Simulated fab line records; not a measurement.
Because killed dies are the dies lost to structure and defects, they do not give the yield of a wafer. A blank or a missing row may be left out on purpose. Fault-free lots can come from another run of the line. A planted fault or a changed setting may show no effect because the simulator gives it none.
The same fault as seen by 2 desks || flow sky130 || numbers are kept per desk, each desk with only its own; the story behind them comes last

## THE METROLOGY DESK
What the gauges read, lot by lot, whatever tool the lot ran on: means of the sampled wafers that have a number. The brackets show how far a lot's mean lies from the usual mean; more than 4 standard deviations puts the lot out of limits, marked OUT.
Columns: A = CAP2M_CVD_00_THK at SKY_CAP2M_THK_MEAS_01, usual 15.46 nm; B = CAP2M_TIN_RS at SKY_CAP2M_RS_MEAS_03, usual 6.87 ohm/sq; C = CAP2M_TIN_THK at SKY_CAP2M_THK_MEAS_04, usual 207.9 nm; D = CAP2M_OVL at SKY_CAP2M_OVL_MEAS_12, usual 0.8 nm
{"lot": "L718", "first seen here": "day 39 10:58", "A": 15.48, "B": 6.95, "C": 206.3, "D": 1.8}
{"lot": "L719", "first seen here": "day 39 16:36", "A": 15.49, "B": 6.89, "C": 208.6, "D": 0.4}
{"lot": "L727", "first seen here": "day 42 10:56", "A": 15.55, "B": 6.89, "C": 208.5, "D": 1.2}
{"lot": "L728", "first seen here": "day 42 13:32", "A": 15.14, "B": 6.76, "C": 211.9, "D": -0.8}
{"lot": "L736", "first seen here": "day 44 18:02", "A": 15.24, "B": 6.90, "C": 207.5, "D": -0.7}
{"lot": "L738", "first seen here": "day 45 07:41", "A": 15.73, "B": 6.88, "C": 205.6, "D": 1.1}
This desk's verdict: no lot among the 6 shows anything out of limits.

## FOR THE TOOL OWNER'S DESK: litho track-02
The tool's own readings at SKY_CAP2M_SOFTBAKE_08 (time 60 s): means of the sampled wafers that have a number, for each lot that ran on this tool. The brackets show how far a lot's mean lies from the usual mean; more than 4 standard deviations puts the lot out of limits, marked OUT.
Columns: A = heater power total W at SKY_CAP2M_SOFTBAKE_08, usual 56.59 W; B = plate temp C at SKY_CAP2M_SOFTBAKE_08, usual 89.98 C
{"lot": "L718", "first seen here": "day 39 23:10", "A": 56.59, "B": 89.93}
{"lot": "L727", "first seen here": "day 42 22:04", "A": "58.82 (+53) OUT", "B": "92.44 (+18) OUT"}
{"lot": "L728", "first seen here": "day 43 01:18", "A": "58.80 (+53) OUT", "B": "92.61 (+19) OUT"}
This desk's finding: out of limits on L727, L728; first on L727, day 42 22:04 (heater power total W at SKY_CAP2M_SOFTBAKE_08). Within limits: L718.

## ALL TOGETHER
An alarm could have come from the tool owner's desk at day 42 22:04, on L727, L728.
Metrology desk: nothing out of limits seen.
The metrology desk has L727, L728 on record, within its limits.
Of the lots named, all ran SKY_CAP2M_SOFTBAKE_08 on litho track-02.

## WHAT THE SIMULATOR HAD PUT IN
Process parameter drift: litho track-02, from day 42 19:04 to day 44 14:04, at SKY_CAP2M_SOFTBAKE_08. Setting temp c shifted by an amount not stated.
Lots struck among those shown: L727, L728.
Delay in hours, fault start to first out-of-limits reading, by desk: the tool owner's desk at 3.
